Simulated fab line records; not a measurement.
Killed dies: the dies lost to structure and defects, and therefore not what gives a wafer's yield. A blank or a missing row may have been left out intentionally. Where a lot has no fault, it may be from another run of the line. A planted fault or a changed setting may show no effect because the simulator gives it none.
Comparing a struck lot with a sound one -- flow sky130 -- 16 steps out of a route of 708
Sound: the wafers L414.1, L414.2, L414.6. Wafers L424.2, L424.4, L424.5 were the ones struck. At the end, the cause is stated.
Order at every step that has rows: each side's tool, ch and its chambers, its first start. Under that, the readings that differ: sound wafers -- struck wafers -- difference of the means -- sigmas: that difference in standard deviations of wafers without a fault.
alike: a reading whose means differ by less than 2 such deviations, as well as words and numbers matching on both sides. not compared: withheld readings; readings where some wafer has no value; bounds like >300 that might hide an equal value; numbers whose values overlap and for which the record gives no deviation.
A row with sigmas, a row that says differs or no value, or rows on one side alone: a step with any of these is where the two part. Numbers that have no deviation but don't overlap get no sigmas and don't part them. Lack of a reading on every wafer of one side parts them only where that side has two or more wafers.

first, 1 step without rows for these wafers: SKY_POLY_CUT_DEVELOP_07 (develop time 60 s).
SKY_POLY_CUT_CD_MEAS_08 targets a cd of 270 nm.
  sound on cd_sem-01, day 27 09:34; struck on cd_sem-01, day 30 13:17
  alike: cd_nm
SKY_POLY_CUT_OVL_MEAS_09:
  sound on overlay-02, day 27 09:41; struck on overlay-02, day 30 13:23
  alike: POLY_CUT_OVL
SKY_POLY_CUT_ETCH_10: etches BARC in N2/H2, stops on SiO2, time 45.9 s, target depth 60 nm.
  sound on rie_diel-03 ch 0,2, day 27 09:43; struck on rie_diel-01 ch 0,1,3, day 30 13:25
  alike: bias_w, drypump_motor_current_A, oes_product_au, throttle_valve_pct
  not compared: rf_hours_counter_h
SKY_POLY_CUT_ETCH_11: etches Si3N4 in CF4/CH2F2/Ar, stops on poly-Si, time 42.5 s, target depth 60 nm.
  sound on rie_diel-03 ch 0,2, day 27 09:46; struck on rie_diel-01 ch 0,1,3, day 30 13:28
  alike: bias_w, drypump_motor_current_A, oes_product_au, throttle_valve_pct
  not compared: rf_hours_counter_h
SKY_POLY_CUT_STRIP_12: strips in O2/N2.
  sound on plasma_asher-01 ch 0,1, day 27 09:49; struck on plasma_asher-01 ch 0,1, day 30 13:31
  alike: drypump_motor_current_A, oes_product_au, strip_time_to_endpoint_s
  not compared: rf_hours_counter_h
then, 6 steps without rows for these wafers: SKY_SD_P_DEHYDRATE_00 (time 60 s); SKY_SD_P_HMDS_01 (prime time 60 s); SKY_SD_P_COAT_02 (resist thk 1140 nm); SKY_SD_P_SOFTBAKE_03 (time 60 s); SKY_SD_P_EXPOSE_04 (exposes mask PSDM, target cd 380 nm); SKY_SD_P_PEB_05.
SKY_SD_P_DEVELOP_06: develop time 60 s.
  sound on litho_track-03 ch 0, day 28 13:15; struck on litho_track-04 ch 0, day 31 15:35
reading,sound,struck,difference,sigmas
developer_temp_C (C),22.75 23.11 22.91,20.73 20.74 20.62,-2.23,-24
SKY_SD_P_CD_MEAS_07 targets a cd of 380 nm.
  sound on cd_sem-01, day 28 13:24; struck on cd_sem-02, day 31 15:44
reading,sound,struck,difference,sigmas
cd_nm (nm),379.0 377.8 378.8,386.7 387.6 385.9,+8.2,+3
SKY_SD_P_OVL_MEAS_08:
  sound on overlay-02, day 28 13:31; struck on overlay-01, day 31 15:50
  alike: SD_P_OVL
-- the record jumps here: 18 days lie between the struck wafers' starts before and after (it left off in module SD_P and takes up again in module PAD_OPEN, whose first step shown is number 708 of the route) --
SKY_PAD_OPEN_PROBE_99:
  sound on prober-01, day 47 20:22; struck on prober-02, day 50 00:46
  alike: killed_at_M0_to_M3, killed_at_M4_up, killed_at_contacts, killed_at_front_end, killed_at_other, killed_dies, killed_open, killed_short

## WHERE THEY PART
First at SKY_SD_P_DEVELOP_06; last, within this record, at SKY_SD_P_CD_MEAS_07. Later steps at which nothing parts them and some readings are alike: SKY_SD_P_OVL_MEAS_08, SKY_PAD_OPEN_PROBE_99.

WHY: what had been put in by the simulator
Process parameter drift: litho_track-04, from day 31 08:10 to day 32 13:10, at SKY_SD_P_DEVELOP_06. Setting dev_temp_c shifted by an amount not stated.
